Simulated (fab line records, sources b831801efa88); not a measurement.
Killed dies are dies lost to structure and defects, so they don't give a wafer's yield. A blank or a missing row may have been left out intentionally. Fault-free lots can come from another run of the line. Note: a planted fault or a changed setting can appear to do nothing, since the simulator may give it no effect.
Split-lot experiment	flow sky130	on a route of 708 steps: 5 lots, 23 wafers read

== ON THE SPLIT ==
At SKY_POLY_GATE_COAT_08 (resist thk 450 nm), the setting spinRpm was moved away from the recipe's 3000 rpm on 8 of the 23 wafers read, by -2.6% to +4.6%. The other wafers ran this setting at the recipe's value.

The reading is taken at the split's own step.

== THE READING ==
KrF-thick_of_POLY_GATE_COAT_08.thkNm (the simulator's own value, which no gauge read), in nm, at SKY_POLY_GATE_COAT_08 (resist thk 450 nm). The file does not state a usual value for it. Average 449.8 nm, standard deviation 0.75 nm, over the 15 wafers here run with the recipe.

wafer	tool, chamber at the split	spinRpm as run, rpm	against the recipe	KrF-thick_of_POLY_GATE_COAT_08.thkNm, nm	against lot-mates on the recipe
L074.1	lithoTrack-01, 0	3000	recipe	450.8	-
L074.2	lithoTrack-01, 0	3000	recipe	450.6	-
L074.4	lithoTrack-01, 0	3000	recipe	449.7	-
L074.5	lithoTrack-01, 0	3000	recipe	449.8	-
L074.6	lithoTrack-01, 0	3000	recipe	449.9	-
L078.1	lithoTrack-04, 0	3000	recipe	449.4	-
L078.2	lithoTrack-04, 0	3000	recipe	449.7	-
L078.3	lithoTrack-04, 0	3123	+4.1%	440.8	-8.6
L078.5	lithoTrack-04, 0	3000	recipe	449	-
L078.6	lithoTrack-04, 0	3123	+4.1%	440.7	-8.7
L079.1	lithoTrack-01, 0	3000	recipe	450.3	-
L079.4	lithoTrack-01, 0	3000	recipe	450.2	-
L079.5	lithoTrack-01, 0	3000	recipe	450.9	-
L080.1	lithoTrack-02, 0	3137	+4.6%	441.6	-8.4
L080.2	lithoTrack-02, 0	3137	+4.6%	440.1	-9.9
L080.6	lithoTrack-02, 0	3137	+4.6%	440.1	-9.9
L080.4	lithoTrack-02, 0	3000	recipe	450	-
L080.5	lithoTrack-02, 0	3000	recipe	450	-
L082.2	lithoTrack-04, 0	3000	recipe	448.8	-
L082.3	lithoTrack-04, 0	3000	recipe	448	-
L082.4	lithoTrack-04, 0	2923	-2.6%	454.7	+6.3
L082.5	lithoTrack-04, 0	2923	-2.6%	456.2	+7.8
L082.6	lithoTrack-04, 0	2923	-2.6%	454.2	+5.8

FIT RESULTS
A straight line over all 23 wafers: KrF-thick_of_POLY_GATE_COAT_08.thkNm changes by -2.07 nm for each +1% of spinRpm; r = -0.99; the points scatter about the line by 0.78 nm.
The same after taking each lot's own level away (the mean of its wafers on the recipe; 23 wafers): -2.19 nm for each +1%; r = -0.99; scatter 0.64 nm.
On that fit, the largest move of spinRpm shifts the reading by 10 nm.
Across the lots, their own levels run from 448.40 to 450.47 nm, a range of 2.8 times the standard deviation given above.
So the lot-to-lot level changes the slope little: the two slopes agree.
Check: -10.1 nm against its lot-mates is what the line predicts for one of the wafers moved furthest among these (+4.6%) when that wafer is left out of the fit. Against them it came out at -8.4 nm.

== ADDITIONAL SPLITS CARRIED BY THESE WAFERS ==
Before the reading, these wafers also passed through other splits. Each is held against what the fit with the lots' levels taken away leaves over:
other split on the same wafers	wafers away from the commonest value	r with KrF-thick_of_POLY_GATE_COAT_08.thkNm (lot level and that fit taken away)
SKY_VT_ADJUST_PCH_STRIP_09 powerW	8	+0.16
SKY_SONOS_TUNNEL_SOFTBAKE_03 tempC	5	+0.19
SKY_SONOS_ONO_OXIDATION_00 oxTimeS	15	+0.26
SKY_SONOS_ONO_COAT_08 resistThkNm	7	+0.05
SKY_SONOS_ONO_DEVELOP_12 devTempC	5	+0.03
SKY_GATE_OXIDE_COAT_05 spinRpm	7	+0.09
SKY_GATE_OXIDE_EXPOSE_07 doseMj	11	-0.28
SKY_POLY_GATE_CVD_00 pressureMtorr	18	+0.09
SKY_POLY_GATE_IMPLANT_02 doseCm2	5	+0.27

== THE FILE'S OWN FIT ==
KrF-thick_of_POLY_GATE_COAT_08.thkNm changes by -2.16 nm for each +1% of spinRpm, r = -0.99.
